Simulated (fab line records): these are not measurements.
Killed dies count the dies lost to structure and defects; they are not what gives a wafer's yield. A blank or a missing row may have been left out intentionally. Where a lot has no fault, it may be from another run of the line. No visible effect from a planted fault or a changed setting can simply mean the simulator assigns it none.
fab line records + flow sky130
record
- lots=12
- wafers=36
- lastDay=49
route steps=708 shown VIA2@510 PAD_OPEN@708
lots that met no fault: from a run of the same line without faults
startH: start of the lot's first displayed wafer, in hours after the record's first day + waitH: hours elapsed since this lot's preceding step + " unchanged from the row above + L1.1+2: several wafers, shown together as one row + - value missing, or start not given + * or withheld: withheld + < > ~ a bound
route shown NAME@n: a module of which the file shows steps, and the number in the route of the first + usual: mean/standard deviation taken from wafers without a fault + same: alike in all rows + chamber/n: place in a boat + sites: per-site readings + _std_site: standard deviation of those values + _edge_site: inner sites' mean taken away from outer sites' mean + radiusMm: for every site, how far away it sits from the centre of the wafer + mask NAME#n: copy n + behind: the tool/chamber that last shaped the wafer + hold: what put the lot on hold/how long, in hours/how the hold closed + device: the transistor (n, p or np) that didn't switch + end of line: at the end of the route, the tests of the same wafers + a step without rows: its recipe alone + killed: at the first sort, the dies lost to defects and structure; wafer yield is something else + map: per-die view of a wafer (x killed, . not killed, _ where there is no die)
set.NAME: the setting that was run; set.NAME@STEP: the one run at that earlier step + model.NAME: the simulator's own value behind a step, which no gauge read
route steps across a sampled set of lots; one table per step, one row per wafer
services: when a tool's chamber went out of use (startH, in hours from the record's first day, below 0 if earlier), for how many hours, and the reason
## steps
# step SKY_VIA2_BOW_MEAS_03
# recipe
- mode=bow
# usual
- VIA2_BOW=84/7.6
| lot.wafer | tool         | chamber | startH | waitH | VIA2_BOW[um] |
|-----------|--------------|---------|--------|-------|--------------|
| L832.1    | filmMetro-01 | -       | 829.56 | 0.1   | 82           |
| L832.3    | "            | -       | "      | "     | 84           |
| L832.5    | "            | -       | "      | "     | 81           |
| L834.1    | filmMetro-01 | -       | 841.39 | 0.2   | 85           |
| L834.5    | "            | -       | "      | "     | 82           |
| L834.6    | "            | -       | "      | "     | 93           |
| L833.1    | filmMetro-04 | -       | 848.80 | 0.2   | 75           |
| L833.4    | "            | -       | "      | "     | 83           |
| L833.5    | "            | -       | "      | "     | 89           |
| L835.2    | filmMetro-04 | -       | 860.59 | 0.2   | 89           |
| L835.3    | "            | -       | "      | "     | 97           |
| L835.4    | "            | -       | "      | "     | 84           |
| L836.1    | filmMetro-04 | -       | 861.54 | 0.1   | 85           |
| L836.2    | "            | -       | "      | "     | 87           |
| L836.3    | "            | -       | "      | "     | 75           |
| L838.1    | filmMetro-01 | -       | 872.21 | 0.1   | 84           |
| L838.2    | "            | -       | "      | "     | 85           |
| L838.5    | "            | -       | "      | "     | 85           |
| L839.3    | filmMetro-03 | -       | 880.62 | 0.3   | 89           |
| L839.4    | "            | -       | "      | "     | 86           |
| L839.6    | "            | -       | "      | "     | 82           |
| L844.3    | filmMetro-03 | -       | 915.05 | 0.2   | 77           |
| L844.5    | "            | -       | "      | "     | 80           |
| L844.6    | "            | -       | "      | "     | 83           |
| L847.4    | filmMetro-01 | -       | 953.78 | 0.2   | 85           |
| L847.5    | "            | -       | "      | "     | 89           |
| L847.6    | "            | -       | "      | "     | 93           |
| L849.1    | filmMetro-01 | -       | 959.33 | 0.2   | 79           |
| L849.2    | "            | -       | "      | "     | 88           |
| L849.6    | "            | -       | "      | "     | 66           |
| L850.3    | filmMetro-01 | -       | 960.22 | 0.2   | 89           |
| L850.4    | "            | -       | "      | "     | 79           |
| L850.6    | "            | -       | "      | "     | 83           |
| L852.1    | filmMetro-04 | -       | 972.92 | 0.2   | 73           |
| L852.4    | "            | -       | "      | "     | 74           |
| L852.6    | "            | -       | "      | "     | 85           |
# step SKY_VIA2_STRIP_16
# recipe
- chemistry=O2/N2
- powerW=1400
- pressureMtorr=1500
- platenTempC=withheld
- o2FlowSccm=3000
- n2FlowSccm=300
- overashFraction=0.5
# usual
- chamberPressureMTorr=1500.0/1.4
- drypumpMotorCurrentA=5.6/0.42
- oesProductAu=0.399/0.0049
- stripTimeToEndpointS=4.040/0.024
| lot.wafer | tool           | chamber | startH | waitH | chamberPressureMTorr | drypumpMotorCurrentA | oesProductAu | rfHoursCounterH | stripTimeToEndpointS |
|-----------|----------------|---------|--------|-------|----------------------|----------------------|--------------|-----------------|----------------------|
| L832.1    | plasmaAsher-02 | 1       | 854.50 | 0.0   | 1498.4               | 5.1                  | 0.409        | 42              | 4.073                |
| L832.3    | "              | 1       | "      | "     | 1498.9               | 5.1                  | 0.399        | -               | 4.054                |
| L832.5    | "              | 1       | "      | "     | 1499.6               | 5.1                  | 0.403        | -               | 4.065                |
| L834.1    | plasmaAsher-01 | 1       | 867.65 | 0.0   | 1499.8               | 5.8                  | 0.402        | 105             | 4.040                |
| L834.5    | "              | 0       | "      | "     | 1498.9               | 5.4                  | 0.391        | -               | 3.998                |
| L834.6    | "              | 1       | "      | "     | 1499.3               | 5.8                  | 0.402        | -               | 4.046                |
| L833.1    | plasmaAsher-01 | 1       | 875.55 | 0.0   | 1502.3               | 5.8                  | 0.405        | 106             | 4.029                |
| L833.4    | "              | 0       | "      | "     | 1500.4               | 5.4                  | 0.401        | -               | 3.990                |
| L833.5    | "              | 1       | "      | "     | 1499.2               | 5.8                  | 0.396        | -               | 4.050                |
| L835.2    | plasmaAsher-01 | 1       | 888.85 | 0.0   | 1498.0               | 5.8                  | 0.401        | 108             | 4.046                |
| L835.3    | "              | 0       | "      | "     | 1499.0               | 5.5                  | 0.390        | -               | 4.017                |
| L835.4    | "              | 1       | "      | "     | 1497.9               | 5.9                  | 0.401        | -               | 4.055                |
| L836.1    | plasmaAsher-04 | 0       | 890.02 | 0.0   | 1500.7               | 6.3                  | 0.397        | 14              | 4.023                |
| L836.2    | "              | 1       | "      | "     | 1498.7               | 5.3                  | 0.402        | 14              | 4.075                |
| L836.3    | "              | 0       | "      | "     | 1503.3               | 6.3                  | 0.391        | -               | 4.041                |
| L838.1    | plasmaAsher-01 | 1       | 898.50 | 0.0   | -                    | -                    | -            | -               | -                    |
| L838.2    | "              | 0       | "      | "     | -                    | -                    | -            | -               | -                    |
| L838.5    | "              | 0       | "      | "     | -                    | -                    | -            | -               | -                    |
| L839.3    | plasmaAsher-02 | 0       | 906.03 | 0.1   | -                    | -                    | -            | -               | -                    |
| L839.4    | "              | 1       | "      | "     | -                    | -                    | -            | -               | -                    |
| L839.6    | "              | 0       | "      | "     | -                    | -                    | -            | -               | -                    |
| L844.3    | plasmaAsher-04 | 0       | 939.23 | 0.1   | 1498.7               | 6.3                  | 0.403        | -               | 4.053                |
| L844.5    | "              | 0       | "      | "     | 1500.6               | 6.3                  | 0.400        | -               | 4.025                |
| L844.6    | "              | 1       | "      | "     | 1501.3               | 5.2                  | 0.404        | -               | 4.047                |
| L847.4    | plasmaAsher-02 | 1       | 978.14 | 0.1   | 1499.5               | 5.1                  | 0.404        | -               | 4.052                |
| L847.5    | "              | 1       | "      | "     | 1498.6               | 5.1                  | 0.406        | -               | 4.018                |
| L847.6    | "              | 0       | "      | "     | 1502.2               | 5.6                  | 0.403        | -               | 4.039                |
| L849.1    | plasmaAsher-01 | 1       | 982.75 | 0.0   | 1499.3               | 5.8                  | 0.401        | 117             | 4.022                |
| L849.2    | "              | 0       | "      | "     | 1499.6               | 5.4                  | 0.400        | 117             | 4.082                |
| L849.6    | "              | 0       | "      | "     | 1496.5               | 5.5                  | 0.393        | -               | 4.036                |
| L850.3    | plasmaAsher-04 | 1       | 983.33 | 0.1   | 1500.2               | 5.2                  | 0.404        | -               | 4.047                |
| L850.4    | "              | 0       | "      | "     | 1502.5               | 6.3                  | 0.394        | -               | 4.056                |
| L850.6    | "              | 0       | "      | "     | 1499.9               | 6.3                  | 0.393        | -               | 4.025                |
| L852.1    | plasmaAsher-02 | 0       | 996.70 | 0.0   | 1500.4               | 5.6                  | 0.394        | 56              | 4.020                |
| L852.4    | "              | 0       | "      | "     | 1501.4               | 5.6                  | 0.401        | -               | 4.034                |
| L852.6    | "              | 0       | "      | "     | 1499.1               | 5.6                  | 0.398        | -               | 4.070                |
# step SKY_VIA2_SPUTTER_20
# recipe
- material=TiN
- targetThkNm=20
- chamberPressurePa=5
- powerW=4000
- timeS=80
# usual
- cathodeDcPowerW=4000.0/0.7
- throttleValvePct=29.7/1.2
| lot.wafer | tool          | chamber | startH | waitH | cathodeDcPowerW | throttleValvePct |
|-----------|---------------|---------|--------|-------|-----------------|------------------|
| L832.1    | pvdSputter-02 | -       | 855.15 | 0.0   | 4000.5          | 29.5             |
| L832.3    | "             | -       | "      | "     | 4001.0          | 27.8             |
| L832.5    | "             | -       | "      | "     | 4001.1          | 27.9             |
| L834.1    | pvdSputter-02 | -       | 868.29 | 0.0   | 4000.4          | 29.7             |
| L834.5    | "             | -       | "      | "     | 4000.5          | 27.9             |
| L834.6    | "             | -       | "      | "     | 3999.6          | 29.4             |
| L833.1    | pvdSputter-03 | -       | 876.14 | 0.0   | 4000.4          | 32.2             |
| L833.4    | "             | -       | "      | "     | 3999.6          | 32.4             |
| L833.5    | "             | -       | "      | "     | 3999.0          | 30.6             |
| L835.2    | pvdSputter-02 | -       | 889.48 | 0.0   | 3999.2          | 29.3             |
| L835.3    | "             | -       | "      | "     | 3999.4          | 29.7             |
| L835.4    | "             | -       | "      | "     | 4000.9          | 29.2             |
| L836.1    | pvdSputter-04 | -       | 890.61 | 0.0   | 4000.9          | 30.6             |
| L836.2    | "             | -       | "      | "     | 3999.7          | 30.2             |
| L836.3    | "             | -       | "      | "     | 3999.9          | 28.7             |
| L838.1    | pvdSputter-04 | -       | 899.09 | 0.0   | 4000.5          | 28.9             |
| L838.2    | "             | -       | "      | "     | 4000.2          | 29.6             |
| L838.5    | "             | -       | "      | "     | 3998.8          | 30.3             |
| L839.3    | pvdSputter-02 | -       | 906.59 | 0.0   | 4000.3          | 29.4             |
| L839.4    | "             | -       | "      | "     | 4000.9          | 29.4             |
| L839.6    | "             | -       | "      | "     | 3999.7          | 29.5             |
| L844.3    | pvdSputter-02 | -       | 939.80 | 0.0   | 3999.5          | 27.9             |
| L844.5    | "             | -       | "      | "     | 4000.5          | 29.6             |
| L844.6    | "             | -       | "      | "     | 4000.2          | 29.5             |
| L847.4    | pvdSputter-04 | -       | 978.70 | 0.0   | 4000.2          | 30.0             |
| L847.5    | "             | -       | "      | "     | 4000.2          | 30.1             |
| L847.6    | "             | -       | "      | "     | 4000.1          | 28.9             |
| L849.1    | pvdSputter-02 | -       | 983.39 | 0.0   | 4000.3          | 29.3             |
| L849.2    | "             | -       | "      | "     | 3999.8          | 29.5             |
| L849.6    | "             | -       | "      | "     | 4000.1          | 29.4             |
| L850.3    | pvdSputter-04 | -       | 983.89 | 0.0   | 3998.8          | 28.8             |
| L850.4    | "             | -       | "      | "     | 3999.2          | 30.4             |
| L850.6    | "             | -       | "      | "     | 3999.9          | 29.9             |
| L852.1    | pvdSputter-03 | -       | 997.30 | 0.0   | 3999.4          | 29.7             |
| L852.4    | "             | -       | "      | "     | 3999.7          | 32.8             |
| L852.6    | "             | -       | "      | "     | 3999.9          | 30.4             |
# step SKY_VIA2_CVD_21
# recipe
- material=W
- targetThkNm=420
- timeS=126.4
- tempC=400
- pressureTorr=40
# usual
- heaterPowerW=812/36
| lot.wafer | tool    | chamber | startH | waitH | heaterPowerW |
|-----------|---------|---------|--------|-------|--------------|
| L832.1    | cvdW-02 | 1       | 855.21 | 0.0   | 789          |
| L832.3    | "       | 0       | "      | "     | 844          |
| L832.5    | "       | 0       | "      | "     | 846          |
| L834.1    | cvdW-02 | 0       | 868.35 | 0.0   | 840          |
| L834.5    | "       | 1       | "      | "     | 785          |
| L834.6    | "       | 0       | "      | "     | 851          |
| L833.1    | cvdW-02 | 0       | 876.20 | 0.0   | 831          |
| L833.4    | "       | 0       | "      | "     | 843          |
| L833.5    | "       | 0       | "      | "     | 838          |
| L835.2    | cvdW-01 | 1       | 889.58 | 0.1   | 877          |
| L835.3    | "       | 1       | "      | "     | 848          |
| L835.4    | "       | 1       | "      | "     | 862          |
| L836.1    | cvdW-02 | 1       | 890.67 | 0.0   | 798          |
| L836.2    | "       | 0       | "      | "     | 834          |
| L836.3    | "       | 1       | "      | "     | 794          |
| L838.1    | cvdW-02 | 0       | 899.15 | 0.0   | 844          |
| L838.2    | "       | 1       | "      | "     | 786          |
| L838.5    | "       | 1       | "      | "     | 795          |
| L839.3    | cvdW-02 | 0       | 906.69 | 0.1   | 846          |
| L839.4    | "       | 1       | "      | "     | 819          |
| L839.6    | "       | 0       | "      | "     | 831          |
| L844.3    | cvdW-01 | 1       | 939.90 | 0.1   | 837          |
| L844.5    | "       | 1       | "      | "     | 817          |
| L844.6    | "       | 0       | "      | "     | 736          |
| L847.4    | cvdW-01 | 0       | 978.80 | 0.1   | 720          |
| L847.5    | "       | 0       | "      | "     | 753          |
| L847.6    | "       | 1       | "      | "     | 825          |
| L849.1    | cvdW-01 | 1       | 983.45 | 0.0   | 842          |
| L849.2    | "       | 0       | "      | "     | 747          |
| L849.6    | "       | 0       | "      | "     | 745          |
| L850.3    | cvdW-01 | 0       | 984.00 | 0.1   | 738          |
| L850.4    | "       | 1       | "      | "     | 815          |
| L850.6    | "       | 1       | "      | "     | 835          |
| L852.1    | cvdW-02 | 1       | 997.37 | 0.0   | 791          |
| L852.4    | "       | 0       | "      | "     | 858          |
| L852.6    | "       | 1       | "      | "     | 812          |
# step SKY_PAD_OPEN_PROBE_99
# usual
- defectLimitedYield=82.6/1.8
- killed_at_M0_to_M3=44/6.5
- killed_at_M4_up=3.3/1.9
- killedAtContacts=23/4.7
- killedAtFrontEnd=15/4.5
- killedAtOther=0.2/0.52
- killedDies=86/8.9
- killedOnRim=17/3.7
- killedOpen=47/6.8
- killedShort=39/6.1
- sort_bin_3_pad_short=0.8/0.44
- sort_bin_5_function=10.3/1.4
- sort_bin_6_memory=6.3/1.1
- sortNPass=406/8.9
- sortYieldPct=82.6/1.8
# same
- grossDies=492
- killedAtBackSide=0
- sort_bin_4_leakage[%]=0
- sort_bin_8_speed[%]=0
| lot.wafer | tool      | chamber | startH  | waitH | defectLimitedYield[%] | killed_at_M0_to_M3 | killed_at_M4_up | killedAtContacts | killedAtFrontEnd | killedAtOther | killedDies | killedOnRim | killedOpen | killedShort | sort_bin_3_pad_short[%] | sort_bin_5_function[%] | sort_bin_6_memory[%] | sortNPass | sortYieldPct[%] |
|-----------|-----------|---------|---------|-------|-----------------------|--------------------|-----------------|------------------|------------------|---------------|------------|-------------|------------|-------------|-------------------------|------------------------|----------------------|-----------|-----------------|
| L832.1    | prober-02 | -       | 1079.71 | 0.1   | 79.1                  | 57                 | 1               | 25               | 20               | 0             | 103        | 18          | 63         | 40          | 1.0                     | 11.4                   | 8.5                  | 389       | 79.1            |
| L832.3    | prober-02 | -       | 1079.81 | 0.2   | 83.5                  | 49                 | 2               | 19               | 10               | 1             | 81         | 17          | 48         | 33          | 0.4                     | 11.0                   | 5.1                  | 411       | 83.5            |
| L832.5    | prober-02 | -       | 1079.91 | 0.2   | 80.9                  | 46                 | 3               | 25               | 19               | 1             | 94         | 19          | 59         | 35          | 0.6                     | 12.2                   | 6.3                  | 398       | 80.9            |
| L834.1    | prober-02 | -       | 1090.51 | 0.1   | 82.3                  | 35                 | 4               | 24               | 24               | 0             | 87         | 14          | 44         | 43          | 1.0                     | 9.6                    | 7.1                  | 405       | 82.3            |
| L834.5    | prober-02 | -       | 1090.71 | 0.2   | 82.7                  | 44                 | 9               | 19               | 13               | 0             | 85         | 18          | 46         | 39          | 0.6                     | 9.3                    | 7.3                  | 407       | 82.7            |
| L834.6    | prober-02 | -       | 1090.76 | 0.2   | 80.5                  | 47                 | 3               | 28               | 18               | 0             | 96         | 12          | 43         | 53          | 1.2                     | 11.0                   | 7.3                  | 396       | 80.5            |
| L838.1    | prober-01 | -       | 1114.56 | 0.1   | 0                     | 451                | 5               | 26               | 10               | 0             | 492        | 96          | 56         | 27          | 1.0                     | 92.5                   | 6.5                  | 0         | 0               |
| L838.2    | prober-01 | -       | 1114.61 | 0.1   | 0                     | 455                | 2               | 23               | 12               | 0             | 492        | 96          | 40         | 42          | 0.8                     | 94.1                   | 5.1                  | 0         | 0               |
| L838.5    | prober-01 | -       | 1114.76 | 0.2   | 0                     | 457                | 1               | 29               | 5                | 0             | 492        | 96          | 48         | 31          | 0.6                     | 94.3                   | 5.1                  | 0         | 0               |
| L839.3    | prober-02 | -       | 1119.68 | 0.2   | 0                     | 453                | 3               | 22               | 14               | 0             | 492        | 96          | 41         | 31          | 0.6                     | 92.9                   | 6.5                  | 0         | 0               |
| L839.4    | prober-02 | -       | 1119.73 | 0.2   | 0                     | 457                | 7               | 12               | 16               | 0             | 492        | 96          | 46         | 37          | 1.0                     | 93.1                   | 5.9                  | 0         | 0               |
| L839.6    | prober-02 | -       | 1119.83 | 0.2   | 0                     | 441                | 2               | 21               | 27               | 1             | 492        | 96          | 42         | 38          | 1.4                     | 93.7                   | 4.9                  | 0         | 0               |
| L844.3    | prober-01 | -       | 1144.42 | 0.2   | 82.5                  | 44                 | 5               | 20               | 17               | 0             | 86         | 17          | 48         | 38          | 0.8                     | 11.0                   | 5.7                  | 406       | 82.5            |
| L844.5    | prober-01 | -       | 1144.52 | 0.2   | 86.0                  | 38                 | 2               | 13               | 16               | 0             | 69         | 16          | 41         | 28          | 0                       | 8.7                    | 5.3                  | 423       | 86.0            |
| L844.6    | prober-01 | -       | 1144.57 | 0.2   | 84.3                  | 37                 | 3               | 27               | 10               | 0             | 77         | 13          | 45         | 32          | 0.2                     | 9.6                    | 5.9                  | 415       | 84.3            |
# killed by level:class
L832.1 VIA1:geometricParticle:open=16 CONTACT:geometricParticle:open=12 FIELD_ISO:geometricParticle:open=7 METAL1:geometricParticle:short=7 VIA2:geometricParticle:open=7 LI_CONTACT:geometricParticle:open=6 POLY_GATE:geometricParticle:short=5 METAL3:geometricParticle:short=5
L832.3 VIA1:geometricParticle:open=12 VIA2:geometricParticle:open=10 CONTACT:geometricParticle:open=5 VIA1:geometricParticle:short=5 VIA2:geometricParticle:short=5 FIELD_ISO:geometricParticle:open=4 POLY_GATE:geometricParticle:short=4 LI_CONTACT:geometricParticle:open=4
L832.5 LI_CONTACT:geometricParticle:open=11 VIA1:geometricParticle:open=10 VIA3:geometricParticle:open=8 FIELD_ISO:geometricParticle:open=7 VIA2:geometricParticle:open=7 METAL1:geometricParticle:short=6 CONTACT:geometricParticle:short=5 VIA1:geometricParticle:short=5
L834.1 VIA2:geometricParticle:open=10 VIA1:geometricParticle:open=8 POLY_GATE:geometricParticle:short=7 CONTACT:geometricParticle:open=7 FIELD_ISO:geometricParticle:short=5 METAL2:geometricParticle:short=5 LI_CONTACT:geometricParticle:open=5 CONTACT:geometricParticle:short=5
L834.5 VIA1:geometricParticle:open=11 CONTACT:geometricParticle:open=6 LOCAL_INTERCONNECT:geometricParticle:short=6 METAL4:geometricParticle:short=6 METAL2:geometricParticle:short=5 VIA2:geometricParticle:open=5 FIELD_ISO:geometricParticle:open=4 VIA2:geometricParticle:short=4
L834.6 METAL1:geometricParticle:short=11 CONTACT:geometricParticle:open=8 FIELD_ISO:geometricParticle:short=7 LI_CONTACT:geometricParticle:open=7 LOCAL_INTERCONNECT:geometricParticle:short=6 VIA1:geometricParticle:open=6 VIA2:geometricParticle:open=6 METAL3:geometricParticle:short=5
L838.1 VIA2:areaSputter=409 CONTACT:geometricParticle:open=11 LI_CONTACT:geometricParticle:open=10 VIA3:geometricParticle:open=9 VIA1:geometricParticle:open=8 VIA2:geometricParticle:open=6 METAL2:geometricParticle:short=6 METAL4:geometricParticle:short=5
L838.2 VIA2:areaSputter=410 METAL2:geometricParticle:short=14 CONTACT:geometricParticle:open=9 VIA1:geometricParticle:open=9 VIA3:geometricParticle:open=5 LOCAL_INTERCONNECT:geometricParticle:short=5 CONTACT:geometricParticle:short=5 VIA2:geometricParticle:open=5
L838.5 VIA2:areaSputter=413 CONTACT:geometricParticle:open=15 VIA3:geometricParticle:open=11 VIA1:geometricParticle:open=10 METAL1:geometricParticle:short=7 LI_CONTACT:geometricParticle:open=7 METAL2:geometricParticle:short=7 LOCAL_INTERCONNECT:geometricParticle:short=4
L839.3 VIA2:areaSputter=420 CONTACT:geometricParticle:open=9 VIA1:geometricParticle:open=7 CONTACT:geometricParticle:short=6 METAL1:geometricParticle:short=5 VIA2:geometricParticle:short=5 FIELD_ISO:geometricParticle:open=4 POLY_GATE:geometricParticle:open=4
L839.4 VIA2:areaSputter=409 VIA1:geometricParticle:open=11 METAL2:geometricParticle:short=6 VIA3:geometricParticle:open=6 FIELD_ISO:geometricParticle:open=5 VIA1:geometricParticle:short=5 POLY_GATE:geometricParticle:short=5 VIA2:geometricParticle:open=5
L839.6 VIA2:areaSputter=412 FIELD_ISO:geometricParticle:open=9 FIELD_ISO:geometricParticle:short=9 LI_CONTACT:geometricParticle:open=8 VIA3:geometricParticle:open=7 VIA2:geometricParticle:short=6 CONTACT:geometricParticle:short=5 VIA1:geometricParticle:open=4
L844.3 VIA3:geometricParticle:open=9 VIA2:geometricParticle:open=9 VIA1:geometricParticle:open=8 FIELD_ISO:geometricParticle:short=6 CONTACT:geometricParticle:open=6 METAL1:geometricParticle:short=6 LOCAL_INTERCONNECT:geometricParticle:short=4 LI_CONTACT:geometricParticle:short=4
L844.5 VIA1:geometricParticle:open=10 VIA2:geometricParticle:open=6 FIELD_ISO:geometricParticle:short=5 LI_CONTACT:geometricParticle:open=4 CONTACT:geometricParticle:open=4 METAL1:geometricParticle:open=4 VIA2:geometricParticle:short=4 FIELD_ISO:geometricParticle:open=3
L844.6 VIA2:geometricParticle:open=8 LI_CONTACT:geometricParticle:open=8 CONTACT:geometricParticle:open=8 CONTACT:geometricParticle:short=6 VIA1:geometricParticle:open=5 FIELD_ISO:geometricParticle:open=4 VIA3:geometricParticle:open=4 METAL2:geometricParticle:short=4
## services
| tool           | chamber | startH | hours | kind                  |
|----------------|---------|--------|-------|-----------------------|
| cvdW-01        | 1       | 847.96 | 4.4   | repair                |
| pvdSputter-03  | 0       | 862.66 | -     | consumableReplace:kit |
| pvdSputter-03  | 0       | 862.66 | 18.0  | scheduledDown         |
| pvdSputter-03  | 0       | 862.66 | 18.0  | ventCycle             |
| cvdW-01        | 1       | 866.34 | 3.9   | repair                |
| pvdSputter-02  | -       | 876.05 | 0.7   | repair                |
| plasmaAsher-02 | -       | 883.55 | 6.7   | repair                |
| cvdW-01        | 1       | 885.26 | 2.9   | repair                |
| cvdW-01        | -       | 904.00 | 14.0  | pm                    |
| cvdW-01        | 0       | 904.00 | 14.0  | ventCycle             |
| cvdW-01        | 1       | 904.00 | 14.0  | ventCycle             |
| cvdW-01        | 0       | 918.00 | -     | clean                 |
| cvdW-01        | 1       | 918.00 | -     | clean                 |
| plasmaAsher-01 | -       | 954.32 | 1.4   | repair                |
| pvdSputter-03  | 3       | 983.61 | -     | consumableReplace:kit |
| pvdSputter-03  | 3       | 983.61 | 18.0  | scheduledDown         |
| pvdSputter-03  | 3       | 983.61 | 18.0  | ventCycle             |
| pvdSputter-02  | 2       | 984.40 | -     | consumableReplace:kit |
| pvdSputter-02  | 2       | 984.40 | 18.0  | scheduledDown         |
| pvdSputter-02  | 2       | 984.40 | 18.0  | ventCycle             |
| cvdW-01        | -       | 990.49 | 45.2  | repair                |
## key
firstSign
- step=SKY_VIA2_STRIP_16
- reading=toolRecord
- direction=missing
effect
- step=SKY_PAD_OPEN_PROBE_99
- reading=killed_at_M0_to_M3
- direction=up
- sigmas=63
- usual=44
- struck=452
moreKillsBornAt
- SKY_VIA2_SPUTTER_20@pvdSputter-02=1241
- SKY_VIA2_SPUTTER_20@pvdSputter-04=1232
metAt SKY_VIA2_STRIP_16
struckLots L838,L839
laterRowsLeftOut L838.1,L838.2,L838.5,L839.3,L839.4,L839.6
notActingAt SKY_VIA2_BOW_MEAS_03,SKY_VIA2_SPUTTER_20,SKY_VIA2_CVD_21
onsetBetween 888.85 898.50
fault
- kind=skippedStepWhole
- tool=plasmaAsher-01,plasmaAsher-02
- chamber=-
- onsetH=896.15
- steps=SKY_VIA2_STRIP_16
- scope=struckLotsOnly
# laterRowsLeftOut: the simulator's readings of these wafers behind a module that went badly wrong aren't trusted and aren't shown, but for the sort
